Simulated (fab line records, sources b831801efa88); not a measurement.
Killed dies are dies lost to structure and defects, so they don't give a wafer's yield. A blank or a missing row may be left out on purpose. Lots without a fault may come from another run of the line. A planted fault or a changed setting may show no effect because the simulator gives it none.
Which tool did it? | flow gf180mcu | 11 lots, 33 wafers sampled, at 6 steps of a route of 602

WHAT THE GAUGES READ, wafer by wafer
GF_VT_IMPLANT_OVL_MEAS_07.
lot  | measured     | on         | VT_IMPLANT_OVL (nm)
L745 | day 6 02:17  | overlay-02 | -1.7 0.0 -0.8
L746 | day 6 08:53  | overlay-02 | -4.1 -1.0 -3.3
L747 | day 6 14:47  | overlay-02 | -0.4 -0.7 -0.2
L749 | day 7 03:43  | overlay-01 | -1.0 0.7 -1.6
L756 | day 8 21:55  | overlay-02 | -0.9 -2.0 -0.2
L757 | day 9 05:40  | overlay-01 | 0.3 0.3 0.9
L760 | day 9 21:43  | overlay-01 | 0.3 0.1 -0.5
L762 | day 10 14:44 | overlay-02 | -3.5 0.6 -1.7
L763 | day 10 18:48 | overlay-01 | -0.8 -0.8 -1.7
L764 | day 11 03:04 | overlay-02 | 1.1 2.4 2.0
L765 | day 11 08:37 | overlay-02 | -0.5 0.2 -0.8

GF_VT_IMPLANT_RS_MEAS_48: measures by four-point-probe.
lot  | measured     | on            | LVPWELL_RS (ohm/sq)
L745 | day 8 01:25  | film_metro-04 | 1199 1196 1199
L746 | day 8 07:54  | film_metro-01 | 1201 1192 1199
L747 | day 8 15:32  | film_metro-03 | 1164 1160 1158 1163 1161 1156
L749 | day 9 05:54  | film_metro-01 | 1155 1156 1158 1159 1157 1155
L756 | day 11 03:49 | film_metro-04 | 1204 1203 1203
L757 | day 11 13:01 | film_metro-04 | 1193 1198 1194
L760 | day 12 05:30 | film_metro-04 | 1199 1198 1198
L762 | day 13 00:59 | film_metro-01 | 1193 1193 1194
L763 | day 13 04:55 | film_metro-03 | 1192 1192 1191
L764 | day 13 13:27 | film_metro-01 | 1197 1194 1190
L765 | day 13 20:10 | film_metro-03 | 1196 1193 1192

GF_VT_IMPLANT_RS_MEAS_49: measures by four-point-probe.
lot  | measured     | on            | MVPSD_RS (ohm/sq)
L745 | day 8 01:32  | film_metro-04 | 1170 1169 1171
L746 | day 8 08:01  | film_metro-01 | 1169 1165 1168
L747 | day 8 18:13  | film_metro-03 | 1167 1166 1169
L749 | day 9 09:07  | film_metro-01 | 1169 1166 1163
L756 | day 11 03:56 | film_metro-04 | 1173 1171 1173
L757 | day 11 13:08 | film_metro-04 | 1170 1169 1173
L760 | day 12 05:37 | film_metro-04 | 1173 1168 1174
L762 | day 13 01:07 | film_metro-01 | 1165 1169 1167
L763 | day 13 05:02 | film_metro-03 | 1165 1167 1169
L764 | day 13 13:34 | film_metro-01 | 1168 1166 1169
L765 | day 13 20:17 | film_metro-03 | 1169 1167 1173

WHICH TOOL RAN EACH LOT (tool, then ch and the chambers of the sampled wafers, then the start)
lot  | GF_STI_CMP_25                | GF_DNWELL_STRIP_08                  | GF_LVPWELL_IMPLANT_09
L745 | cmp-02 ch 2,3, day 2 13:23   | plasma_asher-04 ch 0,1, day 3 04:22 | implanter-01 ch 0, day 4 07:43
L746 | cmp-02 ch 1,2,3, day 2 19:02 | plasma_asher-04 ch 0,1, day 3 10:31 | implanter-01 ch 0, day 4 13:56
L747 | cmp-02 ch 0,1,3, day 3 00:21 | plasma_asher-04 ch 0, day 3 15:37   | implanter-01 ch 0, day 4 19:01
L749 | cmp-02 ch 0,1,3, day 3 11:11 | plasma_asher-04 ch 0,1, day 4 02:10 | implanter-01 ch 0, day 5 06:06
L756 | cmp-02 ch 0,2,3, day 4 22:16 | plasma_asher-04 ch 0, day 5 14:44   | implanter-03 ch 0, day 6 20:38
L757 | cmp-01 ch 0,1,2, day 5 04:41 | plasma_asher-04 ch 0,1, day 5 21:31 | implanter-03 ch 0, day 7 04:02
L760 | cmp-01 ch 0,1,3, day 5 17:59 | plasma_asher-04 ch 0,1, day 6 10:58 | implanter-02 ch 0, day 7 18:46
L762 | cmp-01 ch 0,1,3, day 6 07:26 | plasma_asher-04 ch 0,1, day 7 01:47 | implanter-03 ch 0, day 8 10:31
L763 | cmp-02 ch 0,3, day 6 11:16   | plasma_asher-04 ch 0,1, day 7 05:15 | implanter-02 ch 0, day 8 13:50
L764 | cmp-01 ch 1,2,3, day 6 17:35 | plasma_asher-04 ch 0,1, day 7 12:16 | implanter-01 ch 0, day 8 21:11
L765 | cmp-01 ch 2,3, day 6 23:37   | plasma_asher-01 ch 1, day 7 17:16   | implanter-02 ch 0, day 9 03:37
- GF_STI_CMP_25: polishes, stops on Si3N4, t overpolish 33 s, target thk 524.6 nm.
- GF_DNWELL_STRIP_08: strips in O2/N2.
- GF_LVPWELL_IMPLANT_09

WHAT THE TOOLS THEMSELVES READ (means of the sampled wafers that have a number; where no wafer has one, the mark that the record gives instead)
GF_STI_CMP_25.
lot  | tool   | motor_current_A (A) | overpolish_run_s (s) | time_to_endpoint_s (s)
L745 | cmp-02 | 11.5                | 33.004               | 123
L746 | cmp-02 | 11.9                | 33.003               | 121
L747 | cmp-02 | 12.7                | 33.008               | 117
L749 | cmp-02 | 12.7                | 32.993               | 120
L756 | cmp-02 | 11.8                | 32.994               | 121
L757 | cmp-01 | 13.0                | 32.996               | 117
L760 | cmp-01 | 13.3                | 32.994               | 122
L762 | cmp-01 | 13.3                | 32.997               | 118
L763 | cmp-02 | 12.4                | 33.005               | 120
L764 | cmp-01 | 13.5                | 32.994               | 117
L765 | cmp-01 | 14.2                | 33.001               | 118

GF_DNWELL_STRIP_08.
lot  | tool            | chamber_pressure_mTorr (mTorr) | drypump_motor_current_A (A) | heater_power_w (W) | oes_product_au (a.u.) | strip_time_to_endpoint_s (s)
L745 | plasma_asher-04 | 1499.9                         | 6.0                         | 334                | 0.717                 | 36.89
L746 | plasma_asher-04 | 1497.9                         | 6.0                         | 337                | 0.720                 | 37.06
L747 | plasma_asher-04 | 1499.5                         | 6.3                         | 348                | 0.723                 | 37.00
L749 | plasma_asher-04 | 1500.4                         | 5.9                         | 333                | 0.724                 | 36.87
L756 | plasma_asher-04 | 1499.8                         | 6.3                         | 346                | 0.720                 | 36.93
L757 | plasma_asher-04 | 1500.6                         | 5.9                         | 337                | 0.722                 | 37.10
L760 | plasma_asher-04 | 1499.8                         | 5.9                         | 335                | 0.723                 | 36.83
L762 | plasma_asher-04 | 1500.7                         | 5.9                         | 339                | 0.723                 | 36.96
L763 | plasma_asher-04 | 1500.8                         | 5.6                         | 329                | 0.721                 | 37.09
L764 | plasma_asher-04 | 1499.8                         | 5.9                         | 342                | 0.727                 | 36.80
L765 | plasma_asher-01 | 1498.3                         | 6.0                         | 329                | 0.724                 | 37.11

GF_LVPWELL_IMPLANT_09.
lot  | tool         | dose_ions_cm2 | end_station_pressure_torr (Torr) | faraday_current_uA
L745 | implanter-01 | 4.998e+12     | 5.05e-06                         | 28.9
L746 | implanter-01 | 4.990e+12     | 5.05e-06                         | 27.7
L747 | implanter-01 | 5.850e+12     | 4.69e-06                         | 32.3
L749 | implanter-01 | 5.848e+12     | 5.29e-06                         | 33.0
L756 | implanter-03 | 5.000e+12     | 5.09e-06                         | 27.9
L757 | implanter-03 | 5.002e+12     | 5.05e-06                         | 28.2
L760 | implanter-02 | 4.997e+12     | 4.92e-06                         | 28.0
L762 | implanter-03 | 5.003e+12     | 5.06e-06                         | 28.5
L763 | implanter-02 | 4.996e+12     | 5.08e-06                         | 28.5
L764 | implanter-01 | 4.994e+12     | 4.96e-06                         | 28.2
L765 | implanter-02 | 5.001e+12     | 5.12e-06                         | 28.4

THE ANSWER, worked out from the rows above alone
Rule: what is usual is taken from the lots themselves. Put in order of their means at a reading, lots are off if they are a third of the lots or fewer, leave a main group of 4 or more, and stand apart from it by a gap of 3 or more times the standard deviation of the main group's means; of several such gaps the widest counts. A main group whose means are all the same, to the digits that the tables above print for the reading, isn't used. A lot without any number at a reading at which 4 lots or more have one is off too. The other lots that the step has rows for count as sound. The gauges are gone through in route order, then the tools' own readings, and for those a lot's mean is taken as printed above. The first step at which some lot is off is used, and at that step the reading that is off furthest; a lot without a number counts as furthest.
Off: L747, L749, at GF_VT_IMPLANT_RS_MEAS_48 (LVPWELL_RS). The main group: mean 1196 ohm/sq, standard deviation 3.4.
A tool fits if, at a process step before that reading, it ran every lot that is off, and no sound lot after the first of them. The gauges at GF_VT_IMPLANT_RS_MEAS_48 aren't tried: what is off there is off at GF_LVPWELL_IMPLANT_09 too, on other tools, and a gauge's error can't cause that. None of those tried fits.

WHAT THE SIMULATOR HAD PUT IN
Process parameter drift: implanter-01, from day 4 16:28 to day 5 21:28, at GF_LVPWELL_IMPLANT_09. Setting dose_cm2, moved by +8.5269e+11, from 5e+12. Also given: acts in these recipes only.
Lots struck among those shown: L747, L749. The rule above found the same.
